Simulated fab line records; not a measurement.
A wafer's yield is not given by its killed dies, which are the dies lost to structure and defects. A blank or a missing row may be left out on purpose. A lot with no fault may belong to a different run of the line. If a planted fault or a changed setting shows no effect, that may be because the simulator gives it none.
fab line records	flow gf180mcu
[record] lots = 15	wafers = 45	last-day = 34
route steps=602 shown M3@423 M4@457 MIM@512
lots with no fault: from the same line, run without faults
start-h: hours from the record's first day to the start of the lot's first wafer shown	wait-h: hours since the lot's step before	" the same as in the row above	L1.1+2: a row that stands for several wafers	- no value, or no start was given	* or withheld: withheld	< > ~ a bound
route shown NAME@n: a module of which the file shows steps, and the number in the route of the first	usual: mean and standard deviation over wafers with no fault	same: alike in all rows	chamber/n: place in a boat	sites: each site's reading	_std_site: the standard deviation of these	_edge_site: mean of outer sites minus mean of inner sites	radius-mm: for every site, how far away it sits from the centre of the wafer	mask NAME#n: copy n	behind: the last tool/chamber to shape the wafer	hold: the reason the lot was held/the length of the hold in hours/how it ended	device: whichever transistor did not switch (one of n, p or np)	end of line: tests of these same wafers at the route's end	a step without rows: its recipe alone	killed: dies that structure and defects cost at the first sort, which is not the same as the wafer's yield	map: a wafer's dies, x killed, . not, _ none there
set.NAME: the setting the step ran with; set.NAME@STEP: the setting that earlier step ran with	model.NAME: the simulator's own value behind a step, which no gauge read
route steps across a sampled set of lots; one table per step, one row per wafer
services: from which hour (start-h, from the record's first day; less than 0 if before it) a tool's chamber was out of use, for how many hours, and why
[[steps]]
[step GF_M3_CD_MEAS_14]
[recipe] target-cd-nm = 280
[usual] cd-nm = 280.1/1.1
lot.wafer	tool	chamber	start-h	wait-h	cd-nm
L686.2	cd-sem-01	-	495.58	0.1	280.2
L686.3	"	-	"	"	280.6
L686.4	"	-	"	"	281.7
L688.1	cd-sem-02	-	513.63	0.1	279.5
L688.3	"	-	"	"	279.9
L688.6	"	-	"	"	279.3
L689.2	cd-sem-01	-	519.48	0.1	279.8
L689.3	"	-	"	"	279.6
L689.6	"	-	"	"	280.0
L690.1	cd-sem-02	-	530.36	0.1	281.3
L690.2	"	-	"	"	282.0
L690.3	"	-	"	"	280.4
L691.3	cd-sem-02	-	537.30	0.1	279.4
L691.4	"	-	"	"	280.0
L691.5	"	-	"	"	280.0
L692.1	cd-sem-02	-	553.28	0.1	278.2
L692.2	"	-	"	"	277.4
L692.6	"	-	"	"	278.5
L693.1	cd-sem-02	-	563.48	0.1	279.5
L693.3	"	-	"	"	280.4
L693.6	"	-	"	"	281.3
L694.1	cd-sem-01	-	566.06	0.1	280.8
L694.2	"	-	"	"	280.2
L694.3	"	-	"	"	281.1
L702.2	cd-sem-01	-	622.33	0.1	279.5
L702.3	"	-	"	"	280.0
L702.4	"	-	"	"	280.1
L704.1	cd-sem-02	-	638.43	0.1	278.9
L704.3	"	-	"	"	278.7
L704.4	"	-	"	"	278.4
L705.1	cd-sem-01	-	645.31	0.1	280.7
L705.3	"	-	"	"	279.8
L705.6	"	-	"	"	279.8
L706.1	cd-sem-01	-	647.61	0.1	282.0
L706.3	"	-	"	"	281.4
L706.6	"	-	"	"	280.7
L707.3	cd-sem-02	-	653.82	0.1	280.9
L707.4	"	-	"	"	280.2
L707.6	"	-	"	"	280.1
L708.2	cd-sem-01	-	659.23	0.1	279.1
L708.4	"	-	"	"	279.3
L708.6	"	-	"	"	279.8
L709.3	cd-sem-01	-	665.40	0.1	280.6
L709.5	"	-	"	"	281.0
L709.6	"	-	"	"	281.4
[step GF_M4_SPUTTER_01]
[recipe] material = TiN	target-thk-nm = 30	power-w = 6500	time-s = 25	chamber-pressure-pa = 0.4
[usual] throttle-valve-pct = 29.9/1.2
lot.wafer	tool	chamber	start-h	wait-h	throttle-valve-pct
L686.2	pvd-sputter-02	-	522.79	0.1	31.9
L686.3	"	-	"	"	30.6
L686.4	"	-	"	"	30.1
L688.1	pvd-sputter-02	-	539.22	0.1	31.0
L688.3	"	-	"	"	30.9
L688.6	"	-	"	"	30.1
L689.2	pvd-sputter-01	-	545.65	0.1	31.9
L689.3	"	-	"	"	29.4
L689.6	"	-	"	"	29.5
L690.1	pvd-sputter-03	-	556.04	0.1	28.2
L690.2	"	-	"	"	30.5
L690.3	"	-	"	"	29.4
L691.3	pvd-sputter-03	-	562.22	0.1	29.3
L691.4	"	-	"	"	28.0
L691.5	"	-	"	"	30.9
L692.1	pvd-sputter-01	-	578.30	0.1	29.3
L692.2	"	-	"	"	28.4
L692.6	"	-	"	"	29.3
L693.1	pvd-sputter-01	-	588.58	0.1	28.2
L693.3	"	-	"	"	32.0
L693.6	"	-	"	"	29.6
L694.1	pvd-sputter-01	-	590.35	0.1	31.9
L694.2	"	-	"	"	28.2
L694.3	"	-	"	"	29.4
L702.2	pvd-sputter-03	-	645.35	0.1	30.2
L702.3	"	-	"	"	28.2
L702.4	"	-	"	"	31.1
L704.1	pvd-sputter-03	-	661.66	0.1	30.9
L704.3	"	-	"	"	29.2
L704.4	"	-	"	"	30.5
L705.1	pvd-sputter-03	-	667.29	0.1	28.1
L705.3	"	-	"	"	30.6
L705.6	"	-	"	"	30.7
L706.1	pvd-sputter-03	-	669.95	0.1	29.2
L706.3	"	-	"	"	30.8
L706.6	"	-	"	"	29.1
L707.3	pvd-sputter-01	-	676.03	0.1	29.3
L707.4	"	-	"	"	29.2
L707.6	"	-	"	"	29.3
L708.2	pvd-sputter-03	-	681.44	0.1	31.1
L708.4	"	-	"	"	29.0
L708.6	"	-	"	"	30.7
L709.3	pvd-sputter-02	-	687.82	0.1	30.6
L709.5	"	-	"	"	31.0
L709.6	"	-	"	"	30.7
[step GF_MIM_SPUTTER_09]
[recipe] material = TiN	target-thk-nm = 35	power-w = 6500	time-s = 29.2	chamber-pressure-pa = 0.4
[usual] throttle-valve-pct = 29.8/1.2
lot.wafer	tool	chamber	start-h	wait-h	throttle-valve-pct
L686.2	pvd-sputter-01	-	572.20	0.0	28.2
L686.3	"	-	"	"	29.2
L686.4	"	-	"	"	31.6
L688.1	pvd-sputter-01	-	587.20	0.0	29.2
L688.3	"	-	"	"	28.0
L688.6	"	-	"	"	29.1
L689.2	pvd-sputter-04	-	592.41	0.0	29.2
L689.3	"	-	"	"	30.7
L689.6	"	-	"	"	30.8
L690.1	pvd-sputter-03	-	602.25	0.0	28.0
L690.2	"	-	"	"	30.7
L690.3	"	-	"	"	30.4
L691.3	pvd-sputter-01	-	608.46	0.0	29.3
L691.4	"	-	"	"	29.4
L691.5	"	-	"	"	28.5
L692.1	pvd-sputter-01	-	623.32	0.0	29.7
L692.2	"	-	"	"	28.5
L692.6	"	-	"	"	28.1
L693.1	pvd-sputter-01	-	632.63	0.0	29.4
L693.3	"	-	"	"	31.7
L693.6	"	-	"	"	29.2
L694.1	pvd-sputter-03	-	634.48	0.0	30.7
L694.2	"	-	"	"	29.0
L694.3	"	-	"	"	28.1
L702.2	pvd-sputter-04	-	688.25	0.0	30.5
L702.3	"	-	"	"	30.8
L702.4	"	-	"	"	29.5
L704.1	pvd-sputter-01	-	703.08	0.0	28.2
L704.3	"	-	"	"	29.9
L704.4	"	-	"	"	31.5
L705.1	pvd-sputter-01	-	708.43	0.0	29.7
L705.3	"	-	"	"	28.2
L705.6	"	-	"	"	29.3
L706.1	pvd-sputter-03	-	711.28	0.0	30.3
L706.3	"	-	"	"	28.2
L706.6	"	-	"	"	28.1
L707.3	pvd-sputter-04	-	716.40	0.0	30.8
L707.4	"	-	"	"	30.1
L707.6	"	-	"	"	30.8
L708.2	pvd-sputter-03	-	722.00	0.0	30.4
L708.4	"	-	"	"	30.7
L708.6	"	-	"	"	31.1
L709.3	pvd-sputter-01	-	728.00	0.0	28.1
L709.5	"	-	"	"	29.4
L709.6	"	-	"	"	29.5
[step GF_MIM_EXPOSE_16]
[recipe] mask-id = FuseTop	target-cd-nm = 2000	na = 0.6	source-shape = conventional	sigma-outer = 0.6	dose-mj = 140
[usual] exposure-dose-mJ-cm2 = 139.99/0.14	focus-offset-nm = 0.0/0.51	sigma-outer = 0.6/0
lot.wafer	tool	chamber	start-h	wait-h	mask	exposure-dose-mJ-cm2	focus-offset-nm	sigma-outer
L686.2	iline-stepper-01	0	582.52	-	FuseTop#0	139.97	-0.5	0.6
L686.3	"	0	"	"	FuseTop#0	140.03	0.1	0.6
L686.4	"	0	"	"	FuseTop#0	139.82	-0.3	0.6
L688.1	iline-stepper-02	0	597.66	-	FuseTop#0	139.99	0.4	0.6
L688.3	"	0	"	"	FuseTop#0	140.02	0.2	0.6
L688.6	"	0	"	"	FuseTop#0	139.97	-0.8	0.6
L689.2	iline-stepper-01	0	602.57	-	FuseTop#0	140.00	-0.2	0.6
L689.3	"	0	"	"	FuseTop#0	140.14	-0.8	0.6
L689.6	"	0	"	"	FuseTop#0	140.04	-0.4	0.6
L690.1	iline-stepper-02	0	612.95	-	FuseTop#0	140.11	0.7	0.6
L690.2	"	0	"	"	FuseTop#0	140.17	0.6	0.6
L690.3	"	0	"	"	FuseTop#0	140.11	0.5	0.6
L691.3	iline-stepper-01	0	619.37	-	FuseTop#0	139.96	0.3	0.6
L691.4	"	0	"	"	FuseTop#0	139.87	0.7	0.6
L691.5	"	0	"	"	FuseTop#0	139.80	0.2	0.6
L692.1	iline-stepper-02	-	633.74	-	FuseTop#0	-	-	-
L692.2	"	-	"	"	FuseTop#0	-	-	-
L692.6	"	-	"	"	FuseTop#0	-	-	-
L693.1	iline-stepper-02	-	642.31	-	FuseTop#0	-	-	-
L693.3	"	-	"	"	FuseTop#0	-	-	-
L693.6	"	-	"	"	FuseTop#0	-	-	-
L694.1	iline-stepper-02	-	644.36	-	FuseTop#0	-	-	-
L694.2	"	-	"	"	FuseTop#0	-	-	-
L694.3	"	-	"	"	FuseTop#0	-	-	-
L702.2	iline-stepper-01	0	698.18	-	FuseTop#0	140.06	-0.3	0.6
L702.3	"	0	"	"	FuseTop#0	140.00	0.5	0.6
L702.4	"	0	"	"	FuseTop#0	140.05	0.5	0.6
L704.1	iline-stepper-01	0	711.96	-	FuseTop#0	139.77	0.1	0.6
L704.3	"	0	"	"	FuseTop#0	139.94	0.3	0.6
L704.4	"	0	"	"	FuseTop#0	139.95	1.1	0.6
L705.1	iline-stepper-01	0	718.01	-	FuseTop#0	140.18	-0.4	0.6
L705.3	"	0	"	"	FuseTop#0	140.01	-1.1	0.6
L705.6	"	0	"	"	FuseTop#0	140.18	-0.7	0.6
L706.1	iline-stepper-01	0	720.26	-	FuseTop#0	140.01	1.1	0.6
L706.3	"	0	"	"	FuseTop#0	139.91	1.3	0.6
L706.6	"	0	"	"	FuseTop#0	140.00	0.4	0.6
L707.3	iline-stepper-02	0	725.49	-	FuseTop#0	140.15	0.1	0.6
L707.4	"	0	"	"	FuseTop#0	139.95	0.2	0.6
L707.6	"	0	"	"	FuseTop#0	140.12	0.9	0.6
L708.2	iline-stepper-02	0	730.98	-	FuseTop#0	140.00	-0.4	0.6
L708.4	"	0	"	"	FuseTop#0	140.24	-1.5	0.6
L708.6	"	0	"	"	FuseTop#0	140.14	0.1	0.6
L709.3	iline-stepper-02	0	737.30	-	FuseTop#0	139.82	0.1	0.6
L709.5	"	0	"	"	FuseTop#0	139.95	-0.2	0.6
L709.6	"	0	"	"	FuseTop#0	139.85	-0.8	0.6
[[services]]
tool	chamber	start-h	hours	kind
pvd-sputter-03	-	503.42	1.4	repair
iline-stepper-01	-	518.08	4.6	repair
iline-stepper-02	-	563.99	30.6	repair
pvd-sputter-04	-	566.78	3.0	repair
pvd-sputter-04	-	570.02	13.8	repair
pvd-sputter-04	-	588.17	3.0	repair
pvd-sputter-04	-	606.44	3.1	repair
pvd-sputter-02	-	608.21	1.5	repair
iline-stepper-01	0	615.63	-	calibration
iline-stepper-02	-	624.34	1.2	repair
pvd-sputter-04	-	630.15	7.7	repair
iline-stepper-02	-	645.95	28.9	pm
iline-stepper-02	0	658.08	-	calibration
pvd-sputter-02	-	662.46	2.6	repair
iline-stepper-02	-	699.11	1.7	pm
iline-stepper-02	-	703.52	4.4	pm
pvd-sputter-04	-	712.74	0.7	repair
iline-stepper-01	-	715.69	1.7	pm
pvd-sputter-04	-	718.97	1.5	repair
[[key]]
[first-sign] step = GF_MIM_EXPOSE_16	reading = tool-record	direction = missing
effect none on later readings
met-at GF_MIM_EXPOSE_16
struck-lots L692,L693,L694
later-rows-left-out L692.1,L692.2,L692.6,L693.1,L693.3,L693.6,L694.1,L694.2,L694.3
sort-left-out L692.1,L692.2,L692.6,L693.1,L693.3,L693.6,L694.1,L694.2,L694.3
not-acting-at GF_M3_CD_MEAS_14,GF_M4_SPUTTER_01,GF_MIM_SPUTTER_09
onset-between 612.95 633.74
[fault] kind = skipped-step-whole	tool = iline-stepper-02	chamber = -	onset-h = 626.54	steps = GF_MIM_EXPOSE_16	scope = struck-lots-only
// sort-left-out: the simulated sort isn't trusted on such a fault, so these wafers' sort isn't shown, and their yield isn't known
// later-rows-left-out: the simulator's readings of these wafers behind a module that went badly wrong aren't trusted and aren't shown, but for the sort
